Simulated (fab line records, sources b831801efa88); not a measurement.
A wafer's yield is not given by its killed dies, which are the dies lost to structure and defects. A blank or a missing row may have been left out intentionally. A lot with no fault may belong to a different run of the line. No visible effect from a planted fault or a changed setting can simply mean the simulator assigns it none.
Chamber matching || flow sky130 || 4 sister chambers for SKY_VIA2_CMP_02 on cmp-02
The step polishes SiO2. 4 wafers are shown with their chamber, then 11 later ones without.

## WAFERS WITH THEIR CHAMBER
{"wafer": "L086.4", "chamber": 1, "motor-current-A (A)": 11.3}
{"wafer": "L086.5", "chamber": 2, "motor-current-A (A)": 11.9}
{"wafer": "L088.5", "chamber": 3, "motor-current-A (A)": 11.1}
{"wafer": "L090.1", "chamber": 0, "motor-current-A (A)": 12.8}

## WAFERS MISSING THEIR CHAMBER
{"wafer": "L090.4", "motor-current-A (A)": 10.4}
{"wafer": "L090.5", "motor-current-A (A)": 10.3}
{"wafer": "L093.3", "motor-current-A (A)": 10.5}
{"wafer": "L093.4", "motor-current-A (A)": 11.7}
{"wafer": "L093.6", "motor-current-A (A)": 10.7}
{"wafer": "L094.1", "motor-current-A (A)": 11.3}
{"wafer": "L094.4", "motor-current-A (A)": 12.4}
{"wafer": "L094.5", "motor-current-A (A)": 10.9}
{"wafer": "L096.2", "motor-current-A (A)": 12.4}
{"wafer": "L096.3", "motor-current-A (A)": 11.2}
{"wafer": "L096.6", "motor-current-A (A)": 10.3}

## CHAMBER TAKEN BY EACH
{"wafer": "L090.4", "from the rows above": "can't be placed: 3 or 1 or 2", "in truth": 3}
{"wafer": "L090.5", "from the rows above": "can't be placed: 3 or 1 or 2", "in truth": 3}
{"wafer": "L093.3", "from the rows above": "can't be placed: 3 or 1 or 2", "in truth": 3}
{"wafer": "L093.4", "from the rows above": "can't be placed: 2 or 1 or 3 or 0", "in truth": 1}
{"wafer": "L093.6", "from the rows above": "can't be placed: 3 or 1 or 2", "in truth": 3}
{"wafer": "L094.1", "from the rows above": "can't be placed: 1 or 3 or 2", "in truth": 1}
{"wafer": "L094.4", "from the rows above": "can't be placed: 0 or 2 or 1 or 3", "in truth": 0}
{"wafer": "L094.5", "from the rows above": "can't be placed: 3 or 1 or 2", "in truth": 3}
{"wafer": "L096.2", "from the rows above": "can't be placed: 0 or 2 or 1 or 3", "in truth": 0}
{"wafer": "L096.3", "from the rows above": "can't be placed: 3 or 1 or 2", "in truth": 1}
{"wafer": "L096.6", "from the rows above": "can't be placed: 3 or 1 or 2", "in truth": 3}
Correct placement for 0 of the 11. Not placeable from these rows: 11 (in 11, the candidates include the true chamber). Wrongly placed: 0.
How it was worked out, from the rows above alone: a wafer's distance from a chamber is the root of the sum, over the readings, of the square of ((its reading less the chamber's mean) divided by the reading's scatter). The wafer belongs to the nearest chamber; if the next one is less than 2 further off, it can't be placed. The mean given for a chamber averages the wafers shown for that chamber. The scatter (one wafer shown for each chamber): square how far every hidden wafer sits from the nearest shown wafer, average those squares and take the square root.
